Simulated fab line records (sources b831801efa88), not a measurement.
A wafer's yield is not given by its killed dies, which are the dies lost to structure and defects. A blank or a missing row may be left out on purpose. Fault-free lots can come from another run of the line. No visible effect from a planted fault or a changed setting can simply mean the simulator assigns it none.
Which tool did it? / flow gf180mcu / Sampling: 14 lots, 42 wafers, 4 of 602 route steps

== WHAT THE GAUGES SHOWED, per wafer ==
GF_SALICIDE_THK_MEAS_05: measures by xrf. Usual: SALICIDE_TIN_THK gives 20.1 nm (standard deviation 0.36).
lot=L832; measured=day 15 03:16; on=film_metro-03; SALICIDE_TIN_THK (nm)=19.9 20.2 20.2; flag=
lot=L833; measured=day 15 20:33; on=film_metro-02; SALICIDE_TIN_THK (nm)=20.3 20.4 20.3; flag=
lot=L834; measured=day 16 00:49; on=film_metro-03; SALICIDE_TIN_THK (nm)=20.7 19.8 20.6; flag=
lot=L835; measured=day 16 12:41; on=film_metro-03; SALICIDE_TIN_THK (nm)=20.4 20.5 20.2; flag=
lot=L836; measured=day 16 18:10; on=film_metro-02; SALICIDE_TIN_THK (nm)=19.3 20.3 20.2; flag=
lot=L840; measured=day 18 17:41; on=film_metro-01; SALICIDE_TIN_THK (nm)=20.4 20.4 20.7; flag=
lot=L850; measured=day 22 03:51; on=film_metro-01; SALICIDE_TIN_THK (nm)=20.4 19.9 20.0; flag=
lot=L851; measured=day 22 08:05; on=film_metro-02; SALICIDE_TIN_THK (nm)=20.0 19.8 20.0; flag=
lot=L853; measured=day 23 04:21; on=film_metro-02; SALICIDE_TIN_THK (nm)=19.8 20.4 19.9; flag=
lot=L854; measured=day 23 05:53; on=film_metro-01; SALICIDE_TIN_THK (nm)=20.5 20.4 20.6; flag=
lot=L855; measured=day 23 11:54; on=film_metro-01; SALICIDE_TIN_THK (nm)=19.6 20.2 20.2; flag=

GF_CONTACT_BOW_MEAS_05. Usual: CONTACT_BOW gives 65 um (standard deviation 6.6).
lot=L832; measured=day 15 04:10; on=film_metro-04; CONTACT_BOW (um)=67 70 70; flag=
lot=L833; measured=day 15 21:31; on=film_metro-04; CONTACT_BOW (um)=78 63 68; flag=
lot=L834; measured=day 16 01:50; on=film_metro-04; CONTACT_BOW (um)=74 67 55; flag=
lot=L835; measured=day 16 13:35; on=film_metro-01; CONTACT_BOW (um)=71 65 68; flag=
lot=L836; measured=day 16 19:03; on=film_metro-01; CONTACT_BOW (um)=56 54 73; flag=
lot=L840; measured=day 18 18:36; on=film_metro-04; CONTACT_BOW (um)=72 70 69; flag=
lot=L850; measured=day 22 04:44; on=film_metro-01; CONTACT_BOW (um)=58 47 61; flag=
lot=L851; measured=day 22 09:00; on=film_metro-01; CONTACT_BOW (um)=59 57 68; flag=
lot=L853; measured=day 23 05:14; on=film_metro-03; CONTACT_BOW (um)=72 77 66; flag=
lot=L854; measured=day 23 06:50; on=film_metro-01; CONTACT_BOW (um)=59 72 61; flag=
lot=L855; measured=day 23 12:47; on=film_metro-04; CONTACT_BOW (um)=62 62 68; flag=

== EACH LOT AND THE TOOL THAT RAN IT (in order: tool; ch and the chambers of the sampled wafers; start) ==
lot=L832; GF_SAB_CVD_00=pecvd-04 ch 1,2, day 14 05:46; GF_SAB_ETCH_11=rie_diel-01 ch 1,2, day 15 02:44
lot=L833; GF_SAB_CVD_00=pecvd-02 ch 0,1, day 14 22:10; GF_SAB_ETCH_11=rie_diel-01 ch 0,1, day 15 20:02
lot=L834; GF_SAB_CVD_00=pecvd-04 ch 0,1,2, day 15 02:07; GF_SAB_ETCH_11=rie_diel-04 ch 0,2,3, day 16 00:17
lot=L835; GF_SAB_CVD_00=pecvd-04 ch 0,2, day 15 13:08; GF_SAB_ETCH_11=rie_diel-04 ch 0,1,3, day 16 12:10
lot=L836; GF_SAB_CVD_00=pecvd-01 ch 0,1,2, day 15 19:04; GF_SAB_ETCH_11=rie_diel-04 ch 1,2, day 16 17:38
lot=L840; GF_SAB_CVD_00=pecvd-02 ch 0,1,2, day 17 16:32; GF_SAB_ETCH_11=rie_diel-04 ch 0,1,2, day 18 17:09
lot=L842; GF_SAB_CVD_00=pecvd-02 ch 0,1,2, day 18 01:41; GF_SAB_ETCH_11=rie_diel-02 ch 0,2,3, day 19 02:13
lot=L843; GF_SAB_CVD_00=pecvd-02 ch 0,2, day 18 07:25; GF_SAB_ETCH_11=rie_diel-02 ch 1,2,3, day 19 07:58
lot=L844; GF_SAB_CVD_00=pecvd-04 ch 0,1,2, day 18 22:11; GF_SAB_ETCH_11=rie_diel-04 ch 0,1, day 19 23:11
lot=L850; GF_SAB_CVD_00=pecvd-02 ch 0,2, day 21 03:04; GF_SAB_ETCH_11=rie_diel-01 ch 0,1,3, day 22 03:20
lot=L851; GF_SAB_CVD_00=pecvd-01 ch 0,1,2, day 21 07:56; GF_SAB_ETCH_11=rie_diel-04 ch 0,3, day 22 07:31
lot=L853; GF_SAB_CVD_00=pecvd-04 ch 0,1, day 22 04:07; GF_SAB_ETCH_11=rie_diel-01 ch 1,3, day 23 03:49
lot=L854; GF_SAB_CVD_00=pecvd-01 ch 0,1,2, day 22 05:49; GF_SAB_ETCH_11=rie_diel-02 ch 1,3, day 23 05:22
lot=L855; GF_SAB_CVD_00=pecvd-01 ch 0,2, day 22 11:22; GF_SAB_ETCH_11=rie_diel-02 ch 1,2, day 23 11:22
- GF_SAB_CVD_00: deposits SiO2 from TEOS, target thk 50 nm, time 4.9302 s.
- GF_SAB_ETCH_11: etches SiO2 in C4F8/O2/Ar, target depth 55 nm, time 8.5 s.

== AS READ BY THE TOOLS THEMSELVES (means over the sampled wafers that have a number; for cases with no such wafer, the mark the record gives instead) ==
GF_SAB_CVD_00. Usual: heater_power_w 658 W, standard deviation 120; rf_fwd_power_W 586.2 W, standard deviation 2.5.
lot=L832; tool=pecvd-04; heater_power_w (W)=567; rf_fwd_power_W (W)=587.7; flag=
lot=L833; tool=pecvd-02; heater_power_w (W)=841; rf_fwd_power_W (W)=585.3; flag=
lot=L834; tool=pecvd-04; heater_power_w (W)=619; rf_fwd_power_W (W)=586.9; flag=
lot=L835; tool=pecvd-04; heater_power_w (W)=663; rf_fwd_power_W (W)=586.7; flag=
lot=L836; tool=pecvd-01; heater_power_w (W)=599; rf_fwd_power_W (W)=584.9; flag=
lot=L840; tool=pecvd-02; heater_power_w (W)=777; rf_fwd_power_W (W)=587.2; flag=
lot=L842; tool=pecvd-02; heater_power_w (W)=716; rf_fwd_power_W (W)=584.4; flag=
lot=L843; tool=pecvd-02; heater_power_w (W)=849; rf_fwd_power_W (W)=584.0; flag=
lot=L844; tool=pecvd-04; heater_power_w (W)=640; rf_fwd_power_W (W)=584.7; flag=
lot=L850; tool=pecvd-02; heater_power_w (W)=881; rf_fwd_power_W (W)=587.3; flag=
lot=L851; tool=pecvd-01; heater_power_w (W)=595; rf_fwd_power_W (W)=586.4; flag=
lot=L853; tool=pecvd-04; heater_power_w (W)=708; rf_fwd_power_W (W)=585.9; flag=
lot=L854; tool=pecvd-01; heater_power_w (W)=600; rf_fwd_power_W (W)=585.0; flag=
lot=L855; tool=pecvd-01; heater_power_w (W)=655; rf_fwd_power_W (W)=588.0; flag=

GF_SAB_ETCH_11. Usual: bias_w 1200 W, standard deviation 3.3; chamber_pressure_mTorr 40.00 mTorr, standard deviation 0.034; oes_product_au 1.004 a.u., standard deviation 0.013; rf_fwd_power_W 1472 W, standard deviation 7.5.
lot=L832; tool=rie_diel-01; bias_w (W)=1201; chamber_pressure_mTorr (mTorr)=40.02; oes_product_au (a.u.)=0.991; rf_fwd_power_W (W)=1468; flag=
lot=L833; tool=rie_diel-01; bias_w (W)=1199; chamber_pressure_mTorr (mTorr)=40.01; oes_product_au (a.u.)=1.002; rf_fwd_power_W (W)=1476; flag=
lot=L834; tool=rie_diel-04; bias_w (W)=1198; chamber_pressure_mTorr (mTorr)=40.00; oes_product_au (a.u.)=1.004; rf_fwd_power_W (W)=1465; flag=
lot=L835; tool=rie_diel-04; bias_w (W)=1202; chamber_pressure_mTorr (mTorr)=39.99; oes_product_au (a.u.)=0.995; rf_fwd_power_W (W)=1470; flag=
lot=L836; tool=rie_diel-04; bias_w (W)=1200; chamber_pressure_mTorr (mTorr)=39.98; oes_product_au (a.u.)=0.995; rf_fwd_power_W (W)=1470; flag=
lot=L840; tool=rie_diel-04; bias_w (W)=1201; chamber_pressure_mTorr (mTorr)=40.05; oes_product_au (a.u.)=1.001; rf_fwd_power_W (W)=1464; flag=
lot=L842; tool=rie_diel-02; bias_w (W)=-; chamber_pressure_mTorr (mTorr)=-; oes_product_au (a.u.)=-; rf_fwd_power_W (W)=-; flag=OFF
lot=L843; tool=rie_diel-02; bias_w (W)=-; chamber_pressure_mTorr (mTorr)=-; oes_product_au (a.u.)=-; rf_fwd_power_W (W)=-; flag=OFF
lot=L844; tool=rie_diel-04; bias_w (W)=-; chamber_pressure_mTorr (mTorr)=-; oes_product_au (a.u.)=-; rf_fwd_power_W (W)=-; flag=OFF
lot=L850; tool=rie_diel-01; bias_w (W)=1204; chamber_pressure_mTorr (mTorr)=39.97; oes_product_au (a.u.)=1.016; rf_fwd_power_W (W)=1471; flag=
lot=L851; tool=rie_diel-04; bias_w (W)=1200; chamber_pressure_mTorr (mTorr)=40.02; oes_product_au (a.u.)=1.012; rf_fwd_power_W (W)=1466; flag=
lot=L853; tool=rie_diel-01; bias_w (W)=1197; chamber_pressure_mTorr (mTorr)=39.99; oes_product_au (a.u.)=1.002; rf_fwd_power_W (W)=1473; flag=
lot=L854; tool=rie_diel-02; bias_w (W)=1201; chamber_pressure_mTorr (mTorr)=39.99; oes_product_au (a.u.)=0.999; rf_fwd_power_W (W)=1481; flag=
lot=L855; tool=rie_diel-02; bias_w (W)=1199; chamber_pressure_mTorr (mTorr)=40.01; oes_product_au (a.u.)=1.007; rf_fwd_power_W (W)=1484; flag=

== THE ANSWER, worked out from the rows above alone ==
Rule: lot off if the mean of its wafers having a number is beyond 3 standard deviations from the usual mean. A lot without any number at a reading at which 4 lots or more have one is off too. The other lots that the step has rows for count as sound. After the gauges, taken in route order, come the tools' own readings; for these a lot's mean is taken, as printed above. The first step at which some lot is off is used, and at that step the reading that is off furthest; a lot without a number counts as furthest.
Off at GF_SAB_ETCH_11 (bias_w): L842, L843, L844. Without a number there: L842, L843, L844.
If a tool, at that step or one of the process steps before it, ran each lot that is off and ran no sound lot following the first of them, it fits. Of those tried, none fits.

== WHAT HAD BEEN PUT IN BY THE SIMULATOR ==
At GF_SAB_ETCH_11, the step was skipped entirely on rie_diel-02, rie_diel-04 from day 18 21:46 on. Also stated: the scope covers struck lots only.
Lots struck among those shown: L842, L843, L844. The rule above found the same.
